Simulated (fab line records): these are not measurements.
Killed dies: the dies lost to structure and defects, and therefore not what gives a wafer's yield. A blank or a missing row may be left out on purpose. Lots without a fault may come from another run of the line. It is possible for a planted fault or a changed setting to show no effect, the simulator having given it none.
Chamber matching | flow gf180mcu | GF_V1_CMP_04 on cmp-02 has 4 sister chambers
The step polishes SiO2. 14 wafers are shown with their chamber, then 6 later ones without.

WAFERS, EACH WITH ITS CHAMBER
wafer  | chamber | motor current A (A) | time to endpoint s (s) | retaining ring pressure frac
L254.3 | 1       | 12.1                | 77                     | 0.998
L254.5 | 3       | 13.6                | 73                     | 1.001
L254.6 | 0       | 11.4                | 82                     | 1.002
L255.3 | 1       | 12.2                | 82                     | 0.995
L255.5 | 0       | 11.9                | 94                     | 1.000
L255.6 | 3       | 13.7                | 77                     | 1.007
L257.1 | 2       | 12.4                | 65                     | 1.001
L257.4 | 3       | 13.6                | 76                     | 1.006
L257.6 | 0       | 12.3                | 92                     | 1.000
L264.3 | 2       | 12.3                | 74                     | 0.991
L264.6 | 2       | 12.4                | 79                     | 0.996
L271.1 | 1       | 11.6                | 77                     | 1.006
L271.3 | 3       | 14.5                | 79                     | 0.998
L271.5 | 3       | 14.5                | 80                     | 1.002

SIGNATURES (averages over the wafers above)
reading                      | chamber 0 | chamber 1 | chamber 2 | chamber 3 | scatter within a chamber
motor current A              | 11.867    | 11.967    | 12.367    | 13.980    | 0.391
time to endpoint s           | 89.33     | 78.67     | 72.67     | 77.00     | 4.8
retaining ring pressure frac | 1.00067   | 0.99967   | 0.99600   | 1.00280   | 0.00415
Rule: a wafer's distance from a chamber is the root of the sum, over the readings, of the square of ((its reading less the chamber's mean) divided by the reading's scatter). If the next closest chamber is less than 2 further off than the closest, the wafer can't be placed; otherwise it belongs to the closest. The scatter is the square root of a quotient: the sum, over the shown wafers, of each reading's squared deviation from its chamber's mean, divided by wafers minus chambers.

WAFERS WITHOUT THEIR CHAMBER
wafer  | motor current A (A) | time to endpoint s (s) | retaining ring pressure frac
L273.2 | 11.8                | 84                     | 1.007
L273.3 | 12.4                | 68                     | 1.000
L273.6 | 11.8                | 85                     | 1.004
L275.2 | 12.4                | 83                     | 0.997
L275.4 | 13.3                | 82                     | 0.998
L275.6 | 12.6                | 93                     | 0.997

CHAMBER TAKEN BY EACH
wafer  | from the rows above               | in truth
L273.2 | can't be placed: 0 or 1 or 2      | 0
L273.3 | can't be placed: 2 or 1           | 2
L273.6 | can't be placed: 0 or 1           | 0
L275.2 | can't be placed: 1 or 0 or 2      | 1
L275.4 | can't be placed: 3 or 2 or 1 or 0 | 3
L275.6 | can't be placed: 0 or 1           | 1
Placed correctly: 0 of 6. These rows do not allow placing 6 (true chamber among the candidates in 6). Number placed wrongly: 0.
